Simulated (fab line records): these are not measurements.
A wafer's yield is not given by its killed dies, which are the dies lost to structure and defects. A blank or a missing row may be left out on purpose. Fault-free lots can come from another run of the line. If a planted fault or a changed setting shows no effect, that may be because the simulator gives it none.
fab line records ; flow sky130
record: lots: 15; wafers: 45; lastDay: 50
route steps=708 shown DNWELL@44 VT_ADJUST_HVTP@89 SD_P@327 RES_XHIGH@360
lots with no fault: from the same line, run without faults
startH: start of the lot's first displayed wafer, in hours after the record's first day ; waitH: hours elapsed since this lot's preceding step ; " identical to the entry in the row above ; L1.1+2: one row covering several wafers at once ; - no value, or no start was given ; * or withheld: withheld ; < > ~ a bound
route shown NAME@n: a module of which the file shows steps, and the number in the route of the first ; usual: mean/standard deviation taken from wafers without a fault ; same: alike in all rows ; chamber/n: place in a boat ; sites: each site's reading ; _std_site: standard deviation of those values ; _edge_site: the outer-site mean with the inner-site mean subtracted ; radiusMm: for every site, how far away it sits from the centre of the wafer ; mask NAME#n: copy n ; behind: the last tool/chamber to shape the wafer ; hold: why the lot went on hold/how many hours it stayed there/how the hold came to an end ; device: which transistor (n, p or np) failed to switch ; end of line: the same wafers' tests at the end of the route ; where a step has no rows: the recipe by itself ; killed: dies that structure and defects cost at the first sort, which is not the same as the wafer's yield ; map: a wafer's dies, marking killed ones x, the rest . and places with no die _
set.NAME: the setting as run; set.NAME@STEP: as run at that earlier step ; model.NAME: the simulator's own value behind a step, which no gauge read
the route's steps for a sample of lots (tables are steps, rows are wafers)
services: a tool's chamber out of use, with start hour (startH, from the record's first day; less than 0 if before it), hours out, and reason
== steps ==
step: SKY_DNWELL_TW_MEAS_09
usual: DNWELL_TW: 1116/6.2
lot.wafer;tool;chamber;startH;waitH;DNWELL_TW
L366.2;filmMetro-01;-;54.87;0.1;1108
L366.3;filmMetro-01;-;54.87;0.1;1111
L366.4;filmMetro-01;-;54.87;0.1;1113
L367.3;filmMetro-02;-;58.29;0.1;1109
L367.4;filmMetro-02;-;58.29;0.1;1108
L367.5;filmMetro-02;-;58.29;0.1;1110
L368.1;filmMetro-03;-;63.55;0.1;1115
L368.2;filmMetro-03;-;63.55;0.1;1111
L368.6;filmMetro-03;-;63.55;0.1;1115
L373.1;filmMetro-03;-;100.97;0.1;1113
L373.3;filmMetro-03;-;100.97;0.1;1114
L373.4;filmMetro-03;-;100.97;0.1;1118
L372.1;filmMetro-02;-;101.16;0.1;1110
L372.3;filmMetro-02;-;101.16;0.1;1114
L372.4;filmMetro-02;-;101.16;0.1;1116
L376.1;filmMetro-02;-;108.01;0.1;1113
L376.3;filmMetro-02;-;108.01;0.1;1113
L376.6;filmMetro-02;-;108.01;0.1;1113
L377.4;filmMetro-01;-;116.90;0.1;1114
L377.5;filmMetro-01;-;116.90;0.1;1111
L377.6;filmMetro-01;-;116.90;0.1;1110
L378.1;filmMetro-01;-;118.56;0.1;1116
L378.2;filmMetro-01;-;118.56;0.1;1124
L378.6;filmMetro-01;-;118.56;0.1;1122
L379.2;filmMetro-01;-;121.18;0.1;1117
L379.4;filmMetro-01;-;121.18;0.1;1119
L379.5;filmMetro-01;-;121.18;0.1;1112
L381.2;filmMetro-01;-;146.77;0.1;1122
L381.5;filmMetro-01;-;146.77;0.1;1121
L381.6;filmMetro-01;-;146.77;0.1;1122
L384.3;filmMetro-03;-;156.53;0.1;1117
L384.4;filmMetro-03;-;156.53;0.1;1109
L384.5;filmMetro-03;-;156.53;0.1;1111
L382.1;filmMetro-01;-;156.71;0.1;1119
L382.5;filmMetro-01;-;156.71;0.1;1116
L382.6;filmMetro-01;-;156.71;0.1;1112
L385.2;filmMetro-03;-;168.58;0.1;1116
L385.3;filmMetro-03;-;168.58;0.1;1114
L385.4;filmMetro-03;-;168.58;0.1;1121
L386.1;filmMetro-02;-;173.71;0.1;1107
L386.4;filmMetro-02;-;173.71;0.1;1110
L386.5;filmMetro-02;-;173.71;0.1;1108
L388.1;filmMetro-01;-;176.17;0.1;1114
L388.3;filmMetro-01;-;176.17;0.1;1115
L388.5;filmMetro-01;-;176.17;0.1;1110
step: SKY_VT_ADJUST_HVTP_EXPOSE_04
recipe: maskId: HVTPM; na: 0.6; sourceShape: conventional; sigmaOuter: 0.6; polarization: unpolarized; targetCdNm: 380; doseMj: 140
usual: exposureDoseMJCm2: 139.94/0.13; focusOffsetNm: -0.1/0.5
lot.wafer;tool;chamber;startH;waitH;mask;exposureDoseMJCm2;focusOffsetNm
L366.2;ilineStepper-02;0;114.96;-;HVTPM#0;139.85;0.1
L366.3;ilineStepper-02;0;114.96;-;HVTPM#0;140.00;0.2
L366.4;ilineStepper-02;0;114.96;-;HVTPM#0;139.88;-0.9
L367.3;ilineStepper-02;0;118.16;-;HVTPM#0;139.65;-0.7
L367.4;ilineStepper-02;0;118.16;-;HVTPM#0;139.90;0.2
L367.5;ilineStepper-02;0;118.16;-;HVTPM#0;139.78;-0.1
L368.1;ilineStepper-02;0;123.85;-;HVTPM#0;139.81;-0.5
L368.2;ilineStepper-02;0;123.85;-;HVTPM#0;139.99;0.2
L368.6;ilineStepper-02;0;123.85;-;HVTPM#0;139.73;-0.6
L373.1;ilineStepper-02;-;165.10;-;HVTPM#0;-;-
L373.3;ilineStepper-02;-;165.10;-;HVTPM#0;-;-
L373.4;ilineStepper-02;-;165.10;-;HVTPM#0;-;-
L372.1;ilineStepper-01;-;165.77;-;HVTPM#0;-;-
L372.3;ilineStepper-01;-;165.77;-;HVTPM#0;-;-
L372.4;ilineStepper-01;-;165.77;-;HVTPM#0;-;-
L376.1;ilineStepper-02;-;173.74;-;HVTPM#0;-;-
L376.3;ilineStepper-02;-;173.74;-;HVTPM#0;-;-
L376.6;ilineStepper-02;-;173.74;-;HVTPM#0;-;-
L377.4;ilineStepper-01;0;183.91;-;HVTPM#0;140.21;0.1
L377.5;ilineStepper-01;0;183.91;-;HVTPM#0;140.09;0.3
L377.6;ilineStepper-01;0;183.91;-;HVTPM#0;140.14;1.0
L378.1;ilineStepper-02;0;184.45;-;HVTPM#0;139.92;-0.5
L378.2;ilineStepper-02;0;184.45;-;HVTPM#0;139.74;-0.8
L378.6;ilineStepper-02;0;184.45;-;HVTPM#0;140.01;-1.2
L379.2;ilineStepper-01;0;190.12;-;HVTPM#0;139.99;0.3
L379.4;ilineStepper-01;0;190.12;-;HVTPM#0;140.02;0.1
L379.5;ilineStepper-01;0;190.12;-;HVTPM#0;139.97;0.9
L381.2;ilineStepper-02;0;219.66;-;HVTPM#0;139.76;-0.5
L381.5;ilineStepper-02;0;219.66;-;HVTPM#0;139.93;-0.2
L381.6;ilineStepper-02;0;219.66;-;HVTPM#0;139.90;0.0
L384.3;ilineStepper-02;0;232.11;-;HVTPM#0;140.20;0.1
L384.4;ilineStepper-02;0;232.11;-;HVTPM#0;139.92;-0.1
L384.5;ilineStepper-02;0;232.11;-;HVTPM#0;139.97;-0.6
L382.1;ilineStepper-01;0;233.13;-;HVTPM#0;139.93;-0.1
L382.5;ilineStepper-01;0;233.13;-;HVTPM#0;139.81;0.4
L382.6;ilineStepper-01;0;233.13;-;HVTPM#0;140.09;0.2
L385.2;ilineStepper-02;0;245.81;-;HVTPM#0;139.92;0.3
L385.3;ilineStepper-02;0;245.81;-;HVTPM#0;139.90;1.2
L385.4;ilineStepper-02;0;245.81;-;HVTPM#0;139.96;0.6
L386.1;ilineStepper-01;0;251.77;-;HVTPM#0;139.95;0.6
L386.4;ilineStepper-01;0;251.77;-;HVTPM#0;139.92;0.4
L386.5;ilineStepper-01;0;251.77;-;HVTPM#0;139.84;0.4
L388.1;ilineStepper-02;0;255.81;-;HVTPM#0;139.88;-0.2
L388.3;ilineStepper-02;0;255.81;-;HVTPM#0;139.92;-0.2
L388.5;ilineStepper-02;0;255.81;-;HVTPM#0;139.93;-0.5
step: SKY_SD_P_CD_MEAS_07
recipe: targetCdNm: 380
usual: cdNm: 380.1/2.4
lot.wafer;tool;chamber;startH;waitH;cdNm
L366.2;cdSem-01;-;581.63;0.1;382.9
L366.3;cdSem-01;-;581.63;0.1;385.3
L366.4;cdSem-01;-;581.63;0.1;382.2
L367.3;cdSem-01;-;589.99;0.1;380.1
L367.4;cdSem-01;-;589.99;0.1;374.0
L367.5;cdSem-01;-;589.99;0.1;378.1
L368.1;cdSem-02;-;599.52;0.1;381.4
L368.2;cdSem-02;-;599.52;0.1;382.5
L368.6;cdSem-02;-;599.52;0.1;382.6
L372.1;cdSem-02;-;661.81;0.1;380.3
L372.3;cdSem-02;-;661.81;0.1;381.0
L372.4;cdSem-02;-;661.81;0.1;380.6
L373.1;cdSem-02;-;661.95;0.1;378.4
L373.3;cdSem-02;-;661.95;0.1;378.5
L373.4;cdSem-02;-;661.95;0.1;377.8
L376.1;cdSem-01;-;671.25;0.1;378.0
L376.3;cdSem-01;-;671.25;0.1;378.8
L376.6;cdSem-01;-;671.25;0.1;379.8
L378.1;cdSem-02;-;688.85;0.1;380.8
L378.2;cdSem-02;-;688.85;0.1;380.7
L378.6;cdSem-02;-;688.85;0.1;380.1
L377.4;cdSem-01;-;691.42;0.1;384.1
L377.5;cdSem-01;-;691.42;0.1;381.9
L377.6;cdSem-01;-;691.42;0.1;383.7
L379.2;cdSem-02;-;696.52;0.1;379.4
L379.4;cdSem-02;-;696.52;0.1;377.1
L379.5;cdSem-02;-;696.52;0.1;376.0
L381.2;cdSem-02;-;739.44;0.1;380.0
L381.5;cdSem-02;-;739.44;0.1;378.2
L381.6;cdSem-02;-;739.44;0.1;377.3
L384.3;cdSem-02;-;749.96;0.1;378.1
L384.4;cdSem-02;-;749.96;0.1;379.3
L384.5;cdSem-02;-;749.96;0.1;378.5
L382.1;cdSem-01;-;750.90;0.1;379.0
L382.5;cdSem-01;-;750.90;0.1;376.1
L382.6;cdSem-01;-;750.90;0.1;376.9
L385.2;cdSem-01;-;763.22;0.1;380.3
L385.3;cdSem-01;-;763.22;0.1;380.3
L385.4;cdSem-01;-;763.22;0.1;379.6
L386.1;cdSem-02;-;769.02;0.1;383.2
L386.4;cdSem-02;-;769.02;0.1;380.4
L386.5;cdSem-02;-;769.02;0.1;384.2
L388.1;cdSem-01;-;777.23;0.2;380.3
L388.3;cdSem-01;-;777.23;0.2;381.9
L388.5;cdSem-01;-;777.23;0.2;383.4
step: SKY_SD_N_RS_MEAS_18
recipe: thkMeasGauge: four-point-probe
usual: RES_XHIGH_RS: 333.4/1.2
lot.wafer;tool;chamber;startH;waitH;RES_XHIGH_RS[ohm/sq]
L366.2;filmMetro-02;-;641.22;0.1;331.7
L366.3;filmMetro-02;-;641.22;0.1;331.3
L366.4;filmMetro-02;-;641.22;0.1;330.3
L367.3;filmMetro-04;-;649.63;0.1;331.7
L367.4;filmMetro-04;-;649.63;0.1;332.5
L367.5;filmMetro-04;-;649.63;0.1;332.1
L368.1;filmMetro-02;-;658.33;0.1;332.7
L368.2;filmMetro-02;-;658.33;0.1;332.9
L368.6;filmMetro-02;-;658.33;0.1;332.8
L372.1;filmMetro-04;-;718.54;0.1;332.5
L372.3;filmMetro-04;-;718.54;0.1;333.5
L372.4;filmMetro-04;-;718.54;0.1;331.7
L373.1;filmMetro-02;-;718.73;0.1;332.6
L373.3;filmMetro-02;-;718.73;0.1;332.8
L373.4;filmMetro-02;-;718.73;0.1;332.6
L376.1;filmMetro-04;-;727.03;0.1;334.3
L376.3;filmMetro-04;-;727.03;0.1;334.1
L376.6;filmMetro-04;-;727.03;0.1;332.9
L378.1;filmMetro-03;-;744.23;0.1;334.5
L378.2;filmMetro-03;-;744.23;0.1;333.8
L378.6;filmMetro-03;-;744.23;0.1;334.5
L377.4;filmMetro-03;-;748.40;0.1;332.7
L377.5;filmMetro-03;-;748.40;0.1;332.7
L377.6;filmMetro-03;-;748.40;0.1;333.3
L379.2;filmMetro-04;-;752.30;0.1;332.1
L379.4;filmMetro-04;-;752.30;0.1;333.4
L379.5;filmMetro-04;-;752.30;0.1;332.1
L381.2;filmMetro-04;-;793.80;0.1;333.9
L381.5;filmMetro-04;-;793.80;0.1;335.2
L381.6;filmMetro-04;-;793.80;0.1;334.7
L384.3;filmMetro-02;-;804.79;0.1;334.1
L384.4;filmMetro-02;-;804.79;0.1;332.9
L384.5;filmMetro-02;-;804.79;0.1;332.8
L382.1;filmMetro-04;-;805.79;0.1;333.2
L382.5;filmMetro-04;-;805.79;0.1;332.5
L382.6;filmMetro-04;-;805.79;0.1;331.6
L385.2;filmMetro-04;-;816.15;0.1;334.4
L385.3;filmMetro-04;-;816.15;0.1;334.2
L385.4;filmMetro-04;-;816.15;0.1;334.4
L386.1;filmMetro-03;-;822.24;0.1;333.5
L386.4;filmMetro-03;-;822.24;0.1;334.7
L386.5;filmMetro-03;-;822.24;0.1;334.0
L388.1;filmMetro-04;-;831.14;0.1;333.3
L388.3;filmMetro-04;-;831.14;0.1;333.4
L388.5;filmMetro-04;-;831.14;0.1;333.0
== services ==
tool;chamber;startH;hours;kind
ilineStepper-01;-;116.61;8.9;pm
ilineStepper-02;-;125.70;4.4;pm
ilineStepper-02;0;134.32;-;calibration
ilineStepper-02;-;158.26;1.7;pm
ilineStepper-01;-;185.73;1.7;pm
ilineStepper-02;-;200.25;0.9;repair
== key ==
firstSign: step: SKY_VT_ADJUST_HVTP_EXPOSE_04; reading: toolRecord; direction: missing
effect none on later readings
metAt SKY_VT_ADJUST_HVTP_EXPOSE_04
struckLots L372,L373,L376
sortLeftOut L372.1,L372.3,L372.4,L373.1,L373.3,L373.4,L376.1,L376.3,L376.6
testerLeftOut L372,L373,L376
notActingAt SKY_DNWELL_TW_MEAS_09,SKY_SD_P_CD_MEAS_07,SKY_SD_N_RS_MEAS_18
onsetBetween 123.85 165.10
fault: kind: skippedStepWhole; tool: ilineStepper-01,ilineStepper-02; chamber: -; onsetH: 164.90; steps: SKY_VT_ADJUST_HVTP_EXPOSE_04; scope: struckLotsOnly
testerLeftOut: of these lots the tester's yield and bins aren't shown, on N5 and GAA mostly nor the transistor test; their killed dies are dies lost to structure and defects alone, not to doping, threshold or leakage, so they don't give the yield
sortLeftOut: the simulated sort isn't trusted on such a fault, so these wafers' sort isn't shown, and their yield isn't known
